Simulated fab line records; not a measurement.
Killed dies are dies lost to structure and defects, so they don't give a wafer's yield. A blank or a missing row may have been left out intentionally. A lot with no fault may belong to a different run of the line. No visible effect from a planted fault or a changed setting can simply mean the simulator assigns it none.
The tool behind it: which one? || flow gf180mcu || Sampling: 12 lots, 36 wafers, 7 of 602 route steps

## WHAT EACH GAUGE READ, for each wafer
GF_POLY_GATE_THK_MEAS_17. Usual: POLY_GATE_OXIDATION_THK typically reads 4.03 nm, with standard deviation 0.083.
{"lot": "L831", "measured": "day 9 20:37", "on": "film_metro-03", "POLY_GATE_OXIDATION_THK (nm)": "4.10 4.05 4.00", "flag": ""}
{"lot": "L832", "measured": "day 10 06:01", "on": "film_metro-04", "POLY_GATE_OXIDATION_THK (nm)": "4.00 3.86 3.93", "flag": ""}
{"lot": "L833", "measured": "day 10 10:37", "on": "film_metro-04", "POLY_GATE_OXIDATION_THK (nm)": "4.10 4.19 4.08", "flag": ""}
{"lot": "L834", "measured": "day 10 20:50", "on": "film_metro-03", "POLY_GATE_OXIDATION_THK (nm)": "4.16 4.04 4.16", "flag": ""}
{"lot": "L838", "measured": "day 11 23:57", "on": "film_metro-02", "POLY_GATE_OXIDATION_THK (nm)": "4.04 4.10 4.11", "flag": ""}
{"lot": "L840", "measured": "day 12 17:28", "on": "film_metro-02", "POLY_GATE_OXIDATION_THK (nm)": "3.98 3.95 4.04", "flag": ""}
{"lot": "L841", "measured": "day 12 23:29", "on": "film_metro-03", "POLY_GATE_OXIDATION_THK (nm)": "4.19 4.06 4.14", "flag": ""}
{"lot": "L847", "measured": "day 14 20:50", "on": "film_metro-04", "POLY_GATE_OXIDATION_THK (nm)": "3.95 3.92 3.94", "flag": ""}
{"lot": "L848", "measured": "day 15 07:48", "on": "film_metro-04", "POLY_GATE_OXIDATION_THK (nm)": "4.04 4.05 4.03", "flag": ""}
{"lot": "L849", "measured": "day 15 07:48", "on": "film_metro-03", "POLY_GATE_OXIDATION_THK (nm)": "4.01 4.02 4.04", "flag": ""}
{"lot": "L850", "measured": "day 15 15:51", "on": "film_metro-03", "POLY_GATE_OXIDATION_THK (nm)": "3.88 3.84 3.91", "flag": ""}
{"lot": "L851", "measured": "day 15 23:57", "on": "film_metro-03", "POLY_GATE_OXIDATION_THK (nm)": "3.92 3.90 3.86", "flag": ""}

GF_PSD_TW_MEAS_11. Usual: PSD_TW typically reads 3189, with standard deviation 27.
{"lot": "L831", "measured": "day 15 00:08", "on": "film_metro-03", "PSD_TW": "3573 3578 3576", "flag": "OFF"}
{"lot": "L832", "measured": "day 15 10:48", "on": "film_metro-04", "PSD_TW": "3169 3164 3145", "flag": ""}
{"lot": "L833", "measured": "day 15 17:08", "on": "film_metro-04", "PSD_TW": "3175 3155 3163", "flag": ""}
{"lot": "L834", "measured": "day 16 03:04", "on": "film_metro-03", "PSD_TW": "3192 3197 3193", "flag": ""}
{"lot": "L838", "measured": "day 17 11:10", "on": "film_metro-03", "PSD_TW": "3180 3175 3179", "flag": ""}
{"lot": "L840", "measured": "day 18 07:08", "on": "film_metro-01", "PSD_TW": "3621 3619 3622", "flag": "OFF"}
{"lot": "L841", "measured": "day 18 15:37", "on": "film_metro-01", "PSD_TW": "3615 3639 3612", "flag": "OFF"}
{"lot": "L847", "measured": "day 20 19:11", "on": "film_metro-04", "PSD_TW": "3171 3169 3176", "flag": ""}
{"lot": "L848", "measured": "day 21 07:40", "on": "film_metro-01", "PSD_TW": "3225 3225 3215", "flag": ""}
{"lot": "L849", "measured": "day 21 08:04", "on": "film_metro-01", "PSD_TW": "3219 3218 3212", "flag": ""}
{"lot": "L850", "measured": "day 21 15:56", "on": "film_metro-03", "PSD_TW": "3192 3183 3188", "flag": ""}
{"lot": "L851", "measured": "day 22 03:23", "on": "film_metro-01", "PSD_TW": "3177 3193 3184", "flag": ""}

GF_PSD_RS_MEAS_15: measures by four-point-probe. Usual: PSD_RS typically reads 108.74 ohm/sq, with standard deviation 0.28.
{"lot": "L831", "measured": "day 15 00:32", "on": "film_metro-01", "PSD_RS (ohm/sq)": "97.98 97.84 98.02", "flag": "OFF"}
{"lot": "L832", "measured": "day 15 11:08", "on": "film_metro-03", "PSD_RS (ohm/sq)": "108.71 108.72 108.70", "flag": ""}
{"lot": "L833", "measured": "day 15 17:28", "on": "film_metro-01", "PSD_RS (ohm/sq)": "108.92 109.27 109.27", "flag": ""}
{"lot": "L834", "measured": "day 16 03:23", "on": "film_metro-01", "PSD_RS (ohm/sq)": "108.53 108.45 108.02", "flag": ""}
{"lot": "L838", "measured": "day 17 11:29", "on": "film_metro-01", "PSD_RS (ohm/sq)": "109.23 109.62 109.26", "flag": ""}
{"lot": "L840", "measured": "day 18 07:31", "on": "film_metro-04", "PSD_RS (ohm/sq)": "98.24 98.35 98.34", "flag": "OFF"}
{"lot": "L841", "measured": "day 18 15:56", "on": "film_metro-04", "PSD_RS (ohm/sq)": "98.41 97.94 97.94", "flag": "OFF"}
{"lot": "L847", "measured": "day 20 19:35", "on": "film_metro-01", "PSD_RS (ohm/sq)": "109.00 108.98 109.30", "flag": ""}
{"lot": "L848", "measured": "day 21 07:59", "on": "film_metro-04", "PSD_RS (ohm/sq)": "108.86 108.85 108.40", "flag": ""}
{"lot": "L849", "measured": "day 21 08:23", "on": "film_metro-01", "PSD_RS (ohm/sq)": "108.86 108.51 108.29", "flag": ""}
{"lot": "L850", "measured": "day 21 16:15", "on": "film_metro-04", "PSD_RS (ohm/sq)": "108.42 108.60 108.54", "flag": ""}
{"lot": "L851", "measured": "day 22 03:43", "on": "film_metro-04", "PSD_RS (ohm/sq)": "108.58 108.95 108.75", "flag": ""}

GF_SAB_THK_MEAS_01. Usual: SAB_CVD_00_THK typically reads 50.0 nm, with standard deviation 0.62.
{"lot": "L831", "measured": "day 15 00:40", "on": "film_metro-03", "SAB_CVD_00_THK (nm)": "50.3 50.2 50.8", "flag": ""}
{"lot": "L832", "measured": "day 15 11:15", "on": "film_metro-01", "SAB_CVD_00_THK (nm)": "48.9 49.8 49.8", "flag": ""}
{"lot": "L833", "measured": "day 15 17:35", "on": "film_metro-01", "SAB_CVD_00_THK (nm)": "49.5 50.2 49.9", "flag": ""}
{"lot": "L834", "measured": "day 16 03:31", "on": "film_metro-02", "SAB_CVD_00_THK (nm)": "49.8 49.6 49.0", "flag": ""}
{"lot": "L838", "measured": "day 17 11:37", "on": "film_metro-02", "SAB_CVD_00_THK (nm)": "49.0 49.9 50.5", "flag": ""}
{"lot": "L840", "measured": "day 18 07:40", "on": "film_metro-03", "SAB_CVD_00_THK (nm)": "49.2 50.2 50.5", "flag": ""}
{"lot": "L841", "measured": "day 18 16:05", "on": "film_metro-03", "SAB_CVD_00_THK (nm)": "50.2 50.4 51.2", "flag": ""}
{"lot": "L847", "measured": "day 20 19:43", "on": "film_metro-03", "SAB_CVD_00_THK (nm)": "49.7 50.7 50.9", "flag": ""}
{"lot": "L848", "measured": "day 21 08:08", "on": "film_metro-03", "SAB_CVD_00_THK (nm)": "49.4 49.5 50.0", "flag": ""}
{"lot": "L849", "measured": "day 21 08:31", "on": "film_metro-03", "SAB_CVD_00_THK (nm)": "49.8 48.7 50.6", "flag": ""}
{"lot": "L850", "measured": "day 21 16:23", "on": "film_metro-03", "SAB_CVD_00_THK (nm)": "49.7 50.8 51.1", "flag": ""}
{"lot": "L851", "measured": "day 22 03:50", "on": "film_metro-02", "SAB_CVD_00_THK (nm)": "49.8 49.5 50.7", "flag": ""}

GF_CONTACT_THK_MEAS_03. Usual: CONTACT_CVD_02_THK typically reads 859 nm, with standard deviation 9.9.
{"lot": "L831", "measured": "day 15 21:30", "on": "film_metro-01", "CONTACT_CVD_02_THK (nm)": "825 845 854", "flag": ""}
{"lot": "L832", "measured": "day 16 08:42", "on": "film_metro-01", "CONTACT_CVD_02_THK (nm)": "848 863 869", "flag": ""}
{"lot": "L833", "measured": "day 16 17:20", "on": "film_metro-04", "CONTACT_CVD_02_THK (nm)": "858 871 872", "flag": ""}
{"lot": "L834", "measured": "day 17 03:05", "on": "film_metro-04", "CONTACT_CVD_02_THK (nm)": "867 839 845", "flag": ""}
{"lot": "L838", "measured": "day 18 11:50", "on": "film_metro-02", "CONTACT_CVD_02_THK (nm)": "867 877 872", "flag": ""}
{"lot": "L840", "measured": "day 19 08:11", "on": "film_metro-01", "CONTACT_CVD_02_THK (nm)": "852 863 858", "flag": ""}
{"lot": "L841", "measured": "day 19 16:52", "on": "film_metro-04", "CONTACT_CVD_02_THK (nm)": "849 839 859", "flag": ""}
{"lot": "L847", "measured": "day 21 20:32", "on": "film_metro-04", "CONTACT_CVD_02_THK (nm)": "861 872 871", "flag": ""}
{"lot": "L848", "measured": "day 22 08:20", "on": "film_metro-02", "CONTACT_CVD_02_THK (nm)": "852 853 854", "flag": ""}
{"lot": "L849", "measured": "day 22 08:40", "on": "film_metro-01", "CONTACT_CVD_02_THK (nm)": "849 860 867", "flag": ""}
{"lot": "L850", "measured": "day 22 15:56", "on": "film_metro-01", "CONTACT_CVD_02_THK (nm)": "844 874 868", "flag": ""}
{"lot": "L851", "measured": "day 23 04:19", "on": "film_metro-04", "CONTACT_CVD_02_THK (nm)": "854 873 865", "flag": ""}

## WHICH TOOL RAN EACH LOT (tool, then ch and the chambers of the sampled wafers, then the start)
{"lot": "L831", "GF_PSD_IMPLANT_09": "implanter-02 ch 0, day 14 23:35", "GF_PSD_STRIP_10": "plasma_asher-02 ch 0,1, day 15 00:02"}
{"lot": "L832", "GF_PSD_IMPLANT_09": "implanter-04 ch 0, day 15 10:35", "GF_PSD_STRIP_10": "plasma_asher-02 ch 0,1, day 15 10:43"}
{"lot": "L833", "GF_PSD_IMPLANT_09": "implanter-02 ch 0, day 15 16:54", "GF_PSD_STRIP_10": "plasma_asher-02 ch 0,1, day 15 17:02"}
{"lot": "L834", "GF_PSD_IMPLANT_09": "implanter-03 ch 0, day 16 02:49", "GF_PSD_STRIP_10": "plasma_asher-02 ch 0,1, day 16 02:58"}
{"lot": "L838", "GF_PSD_IMPLANT_09": "implanter-02 ch 0, day 17 10:55", "GF_PSD_STRIP_10": "plasma_asher-02 ch 0,1, day 17 11:04"}
{"lot": "L840", "GF_PSD_IMPLANT_09": "implanter-04 ch 0, day 18 06:31", "GF_PSD_STRIP_10": "plasma_asher-03 ch 0,1, day 18 06:58"}
{"lot": "L841", "GF_PSD_IMPLANT_09": "implanter-04 ch 0, day 18 14:55", "GF_PSD_STRIP_10": "plasma_asher-04 ch 0,1, day 18 15:28"}
{"lot": "L847", "GF_PSD_IMPLANT_09": "implanter-03 ch 0, day 20 18:57", "GF_PSD_STRIP_10": "plasma_asher-03 ch 1, day 20 19:04"}
{"lot": "L848", "GF_PSD_IMPLANT_09": "implanter-04 ch 0, day 21 07:25", "GF_PSD_STRIP_10": "plasma_asher-03 ch 0,1, day 21 07:34"}
{"lot": "L849", "GF_PSD_IMPLANT_09": "implanter-02 ch 0, day 21 07:49", "GF_PSD_STRIP_10": "plasma_asher-04 ch 0,1, day 21 07:58"}
{"lot": "L850", "GF_PSD_IMPLANT_09": "implanter-04 ch 0, day 21 15:41", "GF_PSD_STRIP_10": "plasma_asher-04 ch 0,1, day 21 15:50"}
{"lot": "L851", "GF_PSD_IMPLANT_09": "implanter-03 ch 0, day 22 03:09", "GF_PSD_STRIP_10": "plasma_asher-02 ch 0,1, day 22 03:16"}
- GF_PSD_IMPLANT_09
- GF_PSD_STRIP_10: strips in O2/N2.

## AS READ BY THE TOOLS THEMSELVES (means over the sampled wafers that have a number; for cases with no such wafer, the mark the record gives instead)
GF_PSD_STRIP_10. Usual: drypump_motor_current_A 6.0 A, standard deviation 0.34; heater_power_w 349 W, standard deviation 33; o2_flow_sccm 2999 sccm, standard deviation 8.4; oes_product_au 0.592 a.u., standard deviation 0.0048; strip_time_to_endpoint_s 16.51 s, standard deviation 0.034.
{"lot": "L831", "tool": "plasma_asher-02", "drypump_motor_current_A (A)": 6.2, "heater_power_w (W)": 335, "o2_flow_sccm (sccm)": 3007, "oes_product_au (a.u.)": 0.550, "strip_time_to_endpoint_s (s)": 18.91, "flag": "OFF"}
{"lot": "L832", "tool": "plasma_asher-02", "drypump_motor_current_A (A)": 6.2, "heater_power_w (W)": 333, "o2_flow_sccm (sccm)": 3001, "oes_product_au (a.u.)": 0.593, "strip_time_to_endpoint_s (s)": 16.51, "flag": ""}
{"lot": "L833", "tool": "plasma_asher-02", "drypump_motor_current_A (A)": 6.2, "heater_power_w (W)": 331, "o2_flow_sccm (sccm)": 3005, "oes_product_au (a.u.)": 0.591, "strip_time_to_endpoint_s (s)": 16.51, "flag": ""}
{"lot": "L834", "tool": "plasma_asher-02", "drypump_motor_current_A (A)": 6.3, "heater_power_w (W)": 334, "o2_flow_sccm (sccm)": 2996, "oes_product_au (a.u.)": 0.587, "strip_time_to_endpoint_s (s)": 16.52, "flag": ""}
{"lot": "L838", "tool": "plasma_asher-02", "drypump_motor_current_A (A)": 6.3, "heater_power_w (W)": 338, "o2_flow_sccm (sccm)": 3000, "oes_product_au (a.u.)": 0.587, "strip_time_to_endpoint_s (s)": 16.50, "flag": ""}
{"lot": "L840", "tool": "plasma_asher-03", "drypump_motor_current_A (A)": 5.7, "heater_power_w (W)": 391, "o2_flow_sccm (sccm)": 2995, "oes_product_au (a.u.)": 0.550, "strip_time_to_endpoint_s (s)": 18.90, "flag": "OFF"}
{"lot": "L841", "tool": "plasma_asher-04", "drypump_motor_current_A (A)": 6.2, "heater_power_w (W)": 309, "o2_flow_sccm (sccm)": 2991, "oes_product_au (a.u.)": 0.549, "strip_time_to_endpoint_s (s)": 18.87, "flag": "OFF"}
{"lot": "L847", "tool": "plasma_asher-03", "drypump_motor_current_A (A)": 5.9, "heater_power_w (W)": 399, "o2_flow_sccm (sccm)": 2994, "oes_product_au (a.u.)": 0.593, "strip_time_to_endpoint_s (s)": 16.51, "flag": ""}
{"lot": "L848", "tool": "plasma_asher-03", "drypump_motor_current_A (A)": 5.6, "heater_power_w (W)": 383, "o2_flow_sccm (sccm)": 2995, "oes_product_au (a.u.)": 0.590, "strip_time_to_endpoint_s (s)": 16.44, "flag": ""}
{"lot": "L849", "tool": "plasma_asher-04", "drypump_motor_current_A (A)": 6.2, "heater_power_w (W)": 313, "o2_flow_sccm (sccm)": 2992, "oes_product_au (a.u.)": 0.593, "strip_time_to_endpoint_s (s)": 16.51, "flag": ""}
{"lot": "L850", "tool": "plasma_asher-04", "drypump_motor_current_A (A)": 6.2, "heater_power_w (W)": 307, "o2_flow_sccm (sccm)": 2993, "oes_product_au (a.u.)": 0.590, "strip_time_to_endpoint_s (s)": 16.50, "flag": ""}
{"lot": "L851", "tool": "plasma_asher-02", "drypump_motor_current_A (A)": 6.2, "heater_power_w (W)": 334, "o2_flow_sccm (sccm)": 2993, "oes_product_au (a.u.)": 0.589, "strip_time_to_endpoint_s (s)": 16.55, "flag": ""}

## THE ANSWER, worked out from the rows above alone
Rule: take the mean of a lot's wafers that have a number; if it is more than 3 standard deviations from the usual mean, the lot is off. A lot without any number at a reading at which 4 lots or more have one is off too. Any other lot the step has rows for is counted as sound. First the gauges in route order, then the tools' own readings, where a lot's mean is used as printed above. At the first step where some lot is off, the reading lying furthest off is the one used; lots without a number count as furthest.
Off: at GF_PSD_TW_MEAS_11 (PSD_TW), L831, L840, L841.
If a tool, at a process step before that reading, ran all the lots that are off and no sound lot after the first of them, it fits. Not tried: the gauges at GF_PSD_TW_MEAS_11; whatever is off there is also off at GF_PSD_STRIP_10, on other tools, and gauge error can't account for it. Of those tried, none fits.

## WHAT HAD BEEN PUT IN BY THE SIMULATOR
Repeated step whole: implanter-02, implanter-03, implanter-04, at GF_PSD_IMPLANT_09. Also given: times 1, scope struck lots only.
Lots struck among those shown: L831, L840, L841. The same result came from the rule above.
